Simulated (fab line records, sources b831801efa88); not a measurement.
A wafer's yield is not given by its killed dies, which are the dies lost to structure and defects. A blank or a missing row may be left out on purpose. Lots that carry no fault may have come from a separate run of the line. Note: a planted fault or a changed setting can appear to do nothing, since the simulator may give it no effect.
Chamber matching || flow sky130 || SKY_CONTACT_CMP_04 on cmp-01 has 4 sister chambers
The step polishes SiO2. 24 wafers are shown with their chamber, then 12 later ones without.

== WAFERS PAIRED WITH THEIR CHAMBERS ==
{"wafer": "L076.1", "chamber": 0, "motorCurrentA (A)": 11.2, "timeToEndpointS (s)": 80.7, "slurryFlowMlMin": 149.9}
{"wafer": "L076.2", "chamber": 1, "motorCurrentA (A)": 12.0, "timeToEndpointS (s)": 84.8, "slurryFlowMlMin": 149.3}
{"wafer": "L076.6", "chamber": 1, "motorCurrentA (A)": 12.8, "timeToEndpointS (s)": 84.3, "slurryFlowMlMin": 149.9}
{"wafer": "L077.1", "chamber": 1, "motorCurrentA (A)": 12.4, "timeToEndpointS (s)": 87.2, "slurryFlowMlMin": 150.0}
{"wafer": "L077.4", "chamber": 0, "motorCurrentA (A)": 12.4, "timeToEndpointS (s)": 86.4, "slurryFlowMlMin": 150.3}
{"wafer": "L077.5", "chamber": 2, "motorCurrentA (A)": 12.4, "timeToEndpointS (s)": 78.6, "slurryFlowMlMin": 149.1}
{"wafer": "L078.2", "chamber": 2, "motorCurrentA (A)": 12.4, "timeToEndpointS (s)": 81.4, "slurryFlowMlMin": 150.5}
{"wafer": "L078.5", "chamber": 2, "motorCurrentA (A)": 12.2, "timeToEndpointS (s)": 76.7, "slurryFlowMlMin": 149.5}
{"wafer": "L078.6", "chamber": 3, "motorCurrentA (A)": 12.9, "timeToEndpointS (s)": 83.8, "slurryFlowMlMin": 149.2}
{"wafer": "L079.3", "chamber": 0, "motorCurrentA (A)": 12.3, "timeToEndpointS (s)": 86.5, "slurryFlowMlMin": 150.4}
{"wafer": "L079.4", "chamber": 2, "motorCurrentA (A)": 11.8, "timeToEndpointS (s)": 87.7, "slurryFlowMlMin": 150.6}
{"wafer": "L079.6", "chamber": 1, "motorCurrentA (A)": 12.4, "timeToEndpointS (s)": 88.5, "slurryFlowMlMin": 151.0}
{"wafer": "L081.1", "chamber": 0, "motorCurrentA (A)": 11.8, "timeToEndpointS (s)": 84.0, "slurryFlowMlMin": 150.1}
{"wafer": "L081.4", "chamber": 1, "motorCurrentA (A)": 12.2, "timeToEndpointS (s)": 80.9, "slurryFlowMlMin": 149.9}
{"wafer": "L081.6", "chamber": 2, "motorCurrentA (A)": 12.2, "timeToEndpointS (s)": 81.0, "slurryFlowMlMin": 150.7}
{"wafer": "L083.1", "chamber": 0, "motorCurrentA (A)": 12.4, "timeToEndpointS (s)": 88.9, "slurryFlowMlMin": 149.7}
{"wafer": "L083.2", "chamber": 1, "motorCurrentA (A)": 12.4, "timeToEndpointS (s)": 83.7, "slurryFlowMlMin": 150.0}
{"wafer": "L083.6", "chamber": 3, "motorCurrentA (A)": 12.1, "timeToEndpointS (s)": 84.2, "slurryFlowMlMin": 149.2}
{"wafer": "L085.2", "chamber": 1, "motorCurrentA (A)": 12.7, "timeToEndpointS (s)": 79.8, "slurryFlowMlMin": 149.9}
{"wafer": "L085.4", "chamber": 3, "motorCurrentA (A)": 12.2, "timeToEndpointS (s)": 78.5, "slurryFlowMlMin": 150.4}
{"wafer": "L085.5", "chamber": 0, "motorCurrentA (A)": 12.3, "timeToEndpointS (s)": 79.8, "slurryFlowMlMin": 149.7}
{"wafer": "L086.3", "chamber": 0, "motorCurrentA (A)": 11.9, "timeToEndpointS (s)": 84.6, "slurryFlowMlMin": 149.9}
{"wafer": "L086.4", "chamber": 3, "motorCurrentA (A)": 12.3, "timeToEndpointS (s)": 85.7, "slurryFlowMlMin": 150.0}
{"wafer": "L086.6", "chamber": 1, "motorCurrentA (A)": 12.0, "timeToEndpointS (s)": 82.7, "slurryFlowMlMin": 150.3}

SIGNATURES, as means of the wafers listed above
{"reading": "motorCurrentA", "chamber 0": 12.043, "chamber 1": 12.363, "chamber 2": 12.200, "chamber 3": 12.375, "scatter within a chamber": 0.347}
{"reading": "timeToEndpointS", "chamber 0": 84.414, "chamber 1": 83.987, "chamber 2": 81.080, "chamber 3": 83.050, "scatter within a chamber": 3.34}
{"reading": "slurryFlowMlMin", "chamber 0": 150.000, "chamber 1": 150.037, "chamber 2": 150.080, "chamber 3": 149.700, "scatter within a chamber": 0.513}
Rule: for a wafer and a chamber, the distance is found by dividing, reading by reading, the gap between the wafer's reading and the chamber's mean by the reading's scatter, squaring, summing and taking the root. If the next closest chamber is less than 2 further off than the closest, the wafer can't be placed; otherwise it belongs to the closest. The scatter: take each reading less its chamber's mean, square it, sum over the shown wafers, divide by the number of wafers less the number of chambers, and take the root.

== WAFERS MISSING THEIR CHAMBER ==
{"wafer": "L090.4", "motorCurrentA (A)": 11.6, "timeToEndpointS (s)": 80.4, "slurryFlowMlMin": 149.4}
{"wafer": "L090.5", "motorCurrentA (A)": 11.8, "timeToEndpointS (s)": 84.2, "slurryFlowMlMin": 149.5}
{"wafer": "L090.6", "motorCurrentA (A)": 11.9, "timeToEndpointS (s)": 86.4, "slurryFlowMlMin": 151.1}
{"wafer": "L092.3", "motorCurrentA (A)": 13.0, "timeToEndpointS (s)": 79.7, "slurryFlowMlMin": 150.1}
{"wafer": "L092.4", "motorCurrentA (A)": 12.1, "timeToEndpointS (s)": 83.4, "slurryFlowMlMin": 150.3}
{"wafer": "L092.5", "motorCurrentA (A)": 12.4, "timeToEndpointS (s)": 81.1, "slurryFlowMlMin": 150.3}
{"wafer": "L095.1", "motorCurrentA (A)": 12.3, "timeToEndpointS (s)": 84.2, "slurryFlowMlMin": 150.5}
{"wafer": "L095.4", "motorCurrentA (A)": 12.0, "timeToEndpointS (s)": 87.4, "slurryFlowMlMin": 151.0}
{"wafer": "L095.5", "motorCurrentA (A)": 12.2, "timeToEndpointS (s)": 80.0, "slurryFlowMlMin": 149.8}
{"wafer": "L097.1", "motorCurrentA (A)": 12.3, "timeToEndpointS (s)": 87.9, "slurryFlowMlMin": 149.7}
{"wafer": "L097.4", "motorCurrentA (A)": 12.1, "timeToEndpointS (s)": 79.3, "slurryFlowMlMin": 150.2}
{"wafer": "L097.5", "motorCurrentA (A)": 12.3, "timeToEndpointS (s)": 80.7, "slurryFlowMlMin": 151.2}

== WHICH CHAMBER EACH ONE RAN IN ==
{"wafer": "L090.4", "from the rows above": "can't be placed: 0 or 2 or 3 or 1", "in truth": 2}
{"wafer": "L090.5", "from the rows above": "can't be placed: 0 or 3 or 2 or 1", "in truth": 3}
{"wafer": "L090.6", "from the rows above": "can't be placed: 0 or 1 or 2 or 3", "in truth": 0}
{"wafer": "L092.3", "from the rows above": "can't be placed: 3 or 1 or 2 or 0", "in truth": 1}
{"wafer": "L092.4", "from the rows above": "can't be placed: 0 or 2 or 1 or 3", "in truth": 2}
{"wafer": "L092.5", "from the rows above": "can't be placed: 2 or 1 or 3 or 0", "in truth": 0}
{"wafer": "L095.1", "from the rows above": "can't be placed: 1 or 0 or 2 or 3", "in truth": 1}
{"wafer": "L095.4", "from the rows above": "can't be placed: 0 or 1 or 2 or 3", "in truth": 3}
{"wafer": "L095.5", "from the rows above": "can't be placed: 2 or 3 or 1 or 0", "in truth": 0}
{"wafer": "L097.1", "from the rows above": "can't be placed: 1 or 0 or 3 or 2", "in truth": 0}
{"wafer": "L097.4", "from the rows above": "can't be placed: 2 or 0 or 1 or 3", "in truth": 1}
{"wafer": "L097.5", "from the rows above": "can't be placed: 2 or 1 or 0 or 3", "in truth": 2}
Correctly placed: 0 of 12. These rows do not allow placing 12 (true chamber among the candidates in 12). 0 placed wrongly.
